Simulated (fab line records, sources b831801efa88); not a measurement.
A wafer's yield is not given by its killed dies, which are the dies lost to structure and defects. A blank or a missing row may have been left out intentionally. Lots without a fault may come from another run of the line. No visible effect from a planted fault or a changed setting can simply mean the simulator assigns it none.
Which tool was responsible? + flow sky130 + 12 lots, 36 wafers sampled, at 4 steps of a route of 708

## WHAT THE GAUGES SHOWED, per wafer
SKY_NWELL_OVL_MEAS_23. Usual: for NWELL_01_OVL the level is -0.7 nm and the standard deviation is 1.4.
| lot  | measured     | on         | NWELL_01_OVL (nm) | flag |
|------|--------------|------------|-------------------|------|
| L852 | day 5 17:38  | overlay-02 | 0.3 0.7 1.1       |      |
| L853 | day 6 09:22  | overlay-02 | -1.1 -1.7 -2.6    |      |
| L854 | day 6 08:46  | overlay-01 | 0.3 0.1 -0.1      |      |
| L855 | day 6 16:11  | overlay-02 | -0.6 -1.7 -1.9    |      |
| L858 | day 7 08:49  | overlay-02 | -2.8 -3.6 -3.9    |      |
| L859 | day 7 14:03  | overlay-02 | 95.0 95.0 95.4    | OFF  |
| L861 | day 8 01:25  | overlay-02 | 94.8 94.5 93.6    | OFF  |
| L862 | day 8 02:32  | overlay-01 | 91.9 92.3 93.6    | OFF  |
| L863 | day 8 11:05  | overlay-01 | 1.1 0.7 -0.9      |      |
| L866 | day 9 08:56  | overlay-02 | 94.0 95.8 95.0    | OFF  |
| L869 | day 10 05:08 | overlay-02 | -2.2 -0.9 -2.6    |      |
| L872 | day 10 19:38 | overlay-02 | -3.0 -1.8 -2.0    |      |

## WHAT TOOL EACH LOT RAN ON (gives the tool, then ch and the chambers of the sampled wafers, and finally the start)
| lot  | SKY_FIELD_ISO_ETCH_14            | SKY_PWDE_STRIP_09                  | SKY_NWELL_EXPOSE_20                |
|------|----------------------------------|------------------------------------|------------------------------------|
| L852 | rieDiel-02 ch 2,3, day 2 13:37   | plasmaAsher-01 ch 0,1, day 4 05:37 | ilineStepper-02 ch 0, day 5 08:42  |
| L853 | rieDiel-01 ch 1,2,3, day 2 19:49 | plasmaAsher-01 ch 0,1, day 4 19:13 | ilineStepper-02 ch 0, day 6 00:41  |
| L854 | rieDiel-04 ch 1,3, day 2 23:16   | plasmaAsher-02 ch 0,1, day 4 18:52 | ilineStepper-02 ch 0, day 6 00:01  |
| L855 | rieDiel-04 ch 0,2,3, day 3 03:21 | plasmaAsher-02 ch 0,1, day 5 01:47 | ilineStepper-01 ch 0, day 6 06:58  |
| L858 | rieDiel-02 ch 1,3, day 3 22:18   | plasmaAsher-04 ch 0, day 5 19:04   | ilineStepper-01 ch 0, day 7 00:22  |
| L859 | rieDiel-04 ch 0,2, day 4 00:16   | plasmaAsher-01 ch 0,1, day 6 00:11 | ilineStepper-01 ch 0, day 7 04:50  |
| L861 | rieDiel-04 ch 0,2,3, day 4 10:40 | plasmaAsher-02 ch 0,1, day 6 09:00 | ilineStepper-01 ch 0, day 7 15:16  |
| L862 | rieDiel-02 ch 0,1, day 4 17:10   | plasmaAsher-01 ch 0,1, day 6 11:58 | ilineStepper-01 ch 0, day 7 16:12  |
| L863 | rieDiel-04 ch 0,1,2, day 4 21:37 | plasmaAsher-04 ch 0,1, day 6 18:10 | ilineStepper-02 ch 0, day 8 00:29  |
| L866 | rieDiel-04 ch 1,3, day 5 14:37   | plasmaAsher-02 ch 0,1, day 7 15:27 | ilineStepper-01 ch 0, day 8 23:34  |
| L869 | rieDiel-02 ch 0,3, day 6 01:55   | plasmaAsher-02 ch 0,1, day 8 09:49 | ilineStepper-02 ch 0, day 9 17:35  |
| L872 | rieDiel-04 ch 0,2,3, day 6 18:46 | plasmaAsher-02 ch 0,1, day 8 21:46 | ilineStepper-02 ch 0, day 10 07:32 |
- SKY_FIELD_ISO_ETCH_14: etches BARC in N2/H2, stops on SiO2, time 45.9 s, target depth 60 nm.
- SKY_PWDE_STRIP_09: strips in O2/N2.
- SKY_NWELL_EXPOSE_20: exposes mask NWM COMPLEMENT, target cd 840 nm.

## AS READ BY THE TOOLS THEMSELVES (means over the sampled wafers that have a number; for cases with no such wafer, the mark the record gives instead)
SKY_FIELD_ISO_ETCH_14. Usual: drypumpMotorCurrentA 5.7 A, standard deviation 0.45; oesProductAu 0.854 a.u., standard deviation 0.0044; throttleValvePct 13.224 %, standard deviation 0.0079.
| lot  | tool       | drypumpMotorCurrentA (A) | oesProductAu (a.u.) | throttleValvePct (%) | flag |
|------|------------|--------------------------|---------------------|----------------------|------|
| L852 | rieDiel-02 | 6.0                      | 0.856               | 13.224               |      |
| L853 | rieDiel-01 | 5.5                      | 0.853               | 13.232               |      |
| L854 | rieDiel-04 | 5.3                      | 0.856               | 13.221               |      |
| L855 | rieDiel-04 | 5.6                      | 0.851               | 13.224               |      |
| L858 | rieDiel-02 | 5.6                      | 0.851               | 13.225               |      |
| L859 | rieDiel-04 | 5.6                      | 0.853               | 13.225               |      |
| L861 | rieDiel-04 | 5.5                      | 0.858               | 13.222               |      |
| L862 | rieDiel-02 | 5.9                      | 0.854               | 13.221               |      |
| L863 | rieDiel-04 | 5.4                      | 0.856               | 13.221               |      |
| L866 | rieDiel-04 | 5.2                      | 0.856               | 13.223               |      |
| L869 | rieDiel-02 | 6.3                      | 0.854               | 13.225               |      |
| L872 | rieDiel-04 | 5.6                      | 0.856               | 13.227               |      |

SKY_PWDE_STRIP_09. Usual: drypumpMotorCurrentA 5.5 A, standard deviation 0.39; o2FlowSccm 2999 sccm, standard deviation 9.1; oesProductAu 0.722 a.u., standard deviation 0.0048; stripTimeToEndpointS 36.94 s, standard deviation 0.094.
| lot  | tool           | drypumpMotorCurrentA (A) | o2FlowSccm (sccm) | oesProductAu (a.u.) | stripTimeToEndpointS (s) | flag |
|------|----------------|--------------------------|-------------------|---------------------|--------------------------|------|
| L852 | plasmaAsher-01 | 5.4                      | 2992              | 0.723               | 36.94                    |      |
| L853 | plasmaAsher-01 | 5.4                      | 2996              | 0.718               | 36.97                    |      |
| L854 | plasmaAsher-02 | 5.9                      | 2999              | 0.723               | 37.06                    |      |
| L855 | plasmaAsher-02 | 5.9                      | 3003              | 0.724               | 37.01                    |      |
| L858 | plasmaAsher-04 | 5.6                      | 2995              | 0.724               | 36.96                    |      |
| L859 | plasmaAsher-01 | 5.4                      | 2995              | 0.725               | 36.92                    |      |
| L861 | plasmaAsher-02 | 5.9                      | 2997              | 0.721               | 37.03                    |      |
| L862 | plasmaAsher-01 | 5.4                      | 2997              | 0.721               | 36.96                    |      |
| L863 | plasmaAsher-04 | 5.1                      | 2999              | 0.723               | 36.94                    |      |
| L866 | plasmaAsher-02 | 5.9                      | 2991              | 0.718               | 37.14                    |      |
| L869 | plasmaAsher-02 | 5.9                      | 2997              | 0.723               | 37.02                    |      |
| L872 | plasmaAsher-02 | 6.0                      | 3007              | 0.724               | 36.93                    |      |

## THE ANSWER, worked out from the rows above alone
Rule: take the mean of a lot's wafers that have a number; if it is more than 3 standard deviations from the usual mean, the lot is off. Also off: a lot with no number at a reading for which 4 or more lots have one. Where the step has rows for the other lots, those lots are counted as sound. The gauges are gone through in route order, then the tools' own readings, and for those a lot's mean is taken as printed above. The first step at which some lot is off is used, and at that step the reading that is off furthest; a lot without a number counts as furthest.
Off: L859, L861, L862, L866, seen at SKY_NWELL_OVL_MEAS_23 (NWELL_01_OVL).
If a tool, at a process step before that reading, ran all the lots that are off and no sound lot after the first of them, it fits. The gauges at SKY_NWELL_OVL_MEAS_23 are tried like those tools. One fits: SKY_NWELL_EXPOSE_20 on ilineStepper-01. Its last sound lot is L858 (day 7 00:22), its first lot that is off L859 (day 7 04:50): a fault that began between those two fits.

## WHAT THE SIMULATOR HAD INSERTED
Scanner matching overlay: ilineStepper-01, from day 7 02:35 on, at SKY_NWELL_EXPOSE_20. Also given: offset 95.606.
Struck lots among those shown: L859, L861, L862, L866. The rule above reached the same finding.
